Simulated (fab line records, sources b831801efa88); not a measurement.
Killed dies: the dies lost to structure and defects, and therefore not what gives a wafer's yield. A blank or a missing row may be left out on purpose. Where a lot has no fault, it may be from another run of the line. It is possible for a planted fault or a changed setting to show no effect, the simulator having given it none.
The same fault as seen by 2 desks / flow gf180mcu / each desk has only its own numbers; what lay behind them comes last

## FROM THE METROLOGY DESK
What the gauges read for every lot (on any tool): the sampled wafers with a number, averaged. If a lot's mean is further than 4 standard deviations from the usual mean, the lot is out of limits and carries the mark OUT (the distance appears in the brackets).
Columns: A = SALICIDE_TIN_THK at GF_SALICIDE_THK_MEAS_05, usual 20.09 nm; B = CONTACT_BOW at GF_CONTACT_BOW_MEAS_05, usual 64 um
lot=L871; first seen here=day 15 06:51; A=20.15; B=64
lot=L874; first seen here=day 16 00:23; A=19.87; B=65
lot=L873; first seen here=day 16 00:31; A=20.17; B=67
lot=L876; first seen here=day 16 18:25; A=20.08; B=62
lot=L877; first seen here=day 17 03:16; A=20.16; B=57
lot=L878; first seen here=day 17 09:48; A=19.88; B=62
lot=L882; first seen here=day 18 17:38; A=20.27; B=55
lot=L888; first seen here=day 21 04:32; A=19.81; B=64
lot=L889; first seen here=day 21 15:37; A=19.85; B=66
lot=L890; first seen here=day 21 20:15; A=19.98; B=58
lot=L891; first seen here=day 22 14:07; A=20.03; B=70
lot=L894; first seen here=day 23 11:03; A=20.42; B=67
This desk's finding: nothing out of limits on any of the 12 lots.

## TOOL OWNER'S DESK, rieDiel-03
The tool's own readings at GF_CONTACT_ETCH_17 (etches SiO2 in C4F8/O2/Ar, stops on CoSi2, target depth 860 nm): means of the sampled wafers that have a number, for each lot that ran on this tool. If a lot's mean is further than 4 standard deviations from the usual mean, the lot is out of limits and carries the mark OUT (the distance appears in the brackets).
Columns: A = biasW at GF_CONTACT_ETCH_17, usual 1200 W; B = oesProductAu at GF_CONTACT_ETCH_17, usual 0.816 a.u.
lot=L871; first seen here=day 16 06:00; A=1198; B=0.819
lot=L874; first seen here=day 16 23:00; A=1200; B=0.812
lot=L877; first seen here=day 18 03:00; A=1195; B=0.816
lot=L878; first seen here=day 18 10:00; A=1199; B=0.813
lot=L882; first seen here=day 19 18:00; A=1202; B=0.817
lot=L889; first seen here=day 22 15:00; A=1199; B=0.811
lot=L894; first seen here=day 24 09:00; A=1198; B=0.817
This desk's finding: nothing out of limits on any of the 7 lots.

## BROUGHT TOGETHER
The metrology desk saw nothing out of limits.
Nothing out of limits was seen by the tool owner's desk.

## WHAT THE SIMULATOR HAD PUT IN
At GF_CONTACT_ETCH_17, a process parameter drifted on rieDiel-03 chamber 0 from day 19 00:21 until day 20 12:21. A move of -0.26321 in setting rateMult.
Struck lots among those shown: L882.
